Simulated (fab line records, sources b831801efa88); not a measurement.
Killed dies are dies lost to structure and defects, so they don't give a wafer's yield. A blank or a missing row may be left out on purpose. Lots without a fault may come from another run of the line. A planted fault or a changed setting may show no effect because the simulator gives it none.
Problem report in the 8D (eight disciplines) form, filled by code | flow gf180mcu | the parts of the form that need people (team, actions taken, sign-off) are left out

1. THE PROBLEM
heater_power_total_W at GF_V1_SOFTBAKE_10 reads a mean of 99.60 W on 4 wafers of 3 lots; wafers without a fault read 93.05 W with a standard deviation of 0.066. That is +99 or more standard deviations from the usual mean.
The step: time 60 s.
First seen on wafer L161.6, day 19 12:00, on litho_track-03. The record holds 38 wafers of 13 lots with a number at this step. Rule for "out", or "out of limits": more than 4 standard deviations from the usual mean. The other wafers with a number count as sound.

2. WHAT IT IS AND WHAT IT IS NOT
question                    | is                                 | is not
which readings at this step | heater_power_total_W, run_length_s | exhaust_pa
which lots                  | L161, L163, L165                   | L157, L160, L171, L172, L173, L174, L175, L177, L178, L179
which wafers of those lots  | L161.6, L163.5, L163.6, L165.6     | L161.1, L163.3, L165.2, L165.4
read on which tools         | litho_track-03                     | litho_track-01, litho_track-02
when                        | from day 19 12:00                  | up to then (7 sound wafers); but 27 sound wafers of L163, L165, L171, L172, L173, L174, L175, L177, L178, L179 came after

3. SUSPECTS, AND WHAT RULES EACH OUT
Counting: a tool at a process step up to the reading stays a suspect if it ran every lot that is out. Sound lots after the first of them don't rule it out here, since some wafers of a struck lot are sound.
- litho_track-03 at GF_V1_SOFTBAKE_10 (time 60 s): kept. It ran every lot that is out, first L161 (day 19 11:00); its last sound lot up to then is L157 (day 18 04:00). Its own readings are out on those wafers: heater_power_total_W, run_length_s.
Left after counting: litho_track-03 at GF_V1_SOFTBAKE_10.

4. THE CAUSE (what the simulator had put in)
Process parameter drift: litho_track-03, from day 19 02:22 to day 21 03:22, at GF_V1_SOFTBAKE_10. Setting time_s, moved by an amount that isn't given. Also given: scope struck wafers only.
Counting left only this tool.

5. THE CHAIN OF EFFECTS, in route order
Each row: a reading whose mean over the struck wafers that have a number lies more than 3 standard deviations from the usual. Only readings for which the record gives a usual standard deviation are gone through. hours: the time from each lot's start at the first step in this table that gives one to its start at this step, as a median over the lots. sigmas: the change in usual standard deviations.
hours | step              | reading              | usual   | on struck wafers | change | sigmas
0     | GF_V1_SOFTBAKE_10 | heater_power_total_W | 93.05 W | 99.60            | +6.55  | +99 or more
0     | GF_V1_SOFTBAKE_10 | run_length_s         | 89.16 s | 77.85            | -11.31 | -75
The process steps in it:
- GF_V1_SOFTBAKE_10: time 60 s.

6. WHAT WOULD HAVE CAUGHT IT SOONER
In this record the first reading out of limits was taken at day 19 12:00, 10 hours after the fault began at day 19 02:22.
